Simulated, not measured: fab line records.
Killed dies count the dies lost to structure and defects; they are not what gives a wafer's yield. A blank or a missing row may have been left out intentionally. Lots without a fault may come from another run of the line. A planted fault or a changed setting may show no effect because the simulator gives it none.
Code-filled problem report in 8D (eight disciplines) form || flow sky130 || the parts of the form that need people (team, actions taken, sign-off) are left out

== 1. WHAT IS WRONG ==
spin_speed_rpm at SKY_VIA3_COAT_06 reads a mean of 3441.2 rpm on 6 wafers of 2 lots; wafers without a fault read 3000.1 rpm with a standard deviation of 1.9. That is +99 or more standard deviations from the usual mean.
The step: resist thk 60 nm.
First observed at day 39 20:18: wafer L192.1, on litho_track-04. Wafers with a number at this step in the record: 36, from 12 lots. By rule, "out" or "out of limits" means more than 4 standard deviations away from the usual mean. The rest of the wafers with a number are treated as sound.

== 2. WHAT IT IS AND WHAT IT IS NOT ==
{"question": "which readings at this step", "is": "spin_speed_rpm", "is not": "-"}
{"question": "which lots", "is": "L192, L194", "is not": "L189, L190, L202, L205, L206, L207, L208, L209, L210, L212"}
{"question": "which wafers of those lots", "is": "all that have a number", "is not": "-"}
{"question": "read on which tools", "is": "litho_track-04", "is not": "litho_track-02, litho_track-03"}
{"question": "when", "is": "from day 39 20:18", "is not": "up to then (6 sound wafers); but 24 sound wafers of L202, L205, L206, L207, L208, L209, L210, L212 came after"}

== 3. WHAT RULES OUT EACH SUSPECT ==
Counting: a tool stays on the suspect list if, at a process step up to the reading, it processed all lots that are out and no sound lot following the first of them.
- litho_track-04 at SKY_VIA3_COAT_06 (resist thk 60 nm): ruled out as a lasting fault. After its first lot that is out, L192 (day 39 20:18), sound lots L206, L207, L209 ran on it.
Left after counting: nothing in the record.

== 4. THE CAUSE (what the simulator had put in) ==
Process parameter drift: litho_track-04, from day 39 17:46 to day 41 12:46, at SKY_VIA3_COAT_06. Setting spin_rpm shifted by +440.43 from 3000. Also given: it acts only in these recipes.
Counting ruled it out, wrongly.

== 5. THE EFFECT CHAIN, in route order ==
Each row: a reading where the mean over the struck wafers with a number is more than 3 standard deviations away from the usual. Scope: only readings with a usual standard deviation given in the record; hours: median across lots of the time from each lot's start at the first step in this table that gives one to its start at this step; sigmas: change in usual standard deviations.
{"hours": 0, "step": "SKY_VIA3_COAT_06", "reading": "spin_speed_rpm", "usual": "3000.1 rpm", "on struck wafers": 3441.2, "change": "+441.1", "sigmas": "+99 or more"}
{"hours": 13, "step": "SKY_VIA3_ETCH_14", "reading": "oes_product_au", "usual": "0.854 a.u.", "on struck wafers": 0.821, "change": -0.033, "sigmas": -6.4}
It contains these process steps:
- SKY_VIA3_COAT_06: resist thk 60 nm.
- SKY_VIA3_ETCH_14: etches BARC in N2/H2, stops on SiO2, time 45.9 s, target depth 60 nm.

== 6. WHAT WOULD HAVE CAUGHT IT SOONER ==
3 hours passed between the start of the fault at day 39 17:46 and the first reading out of limits in this record, taken at day 39 20:18.
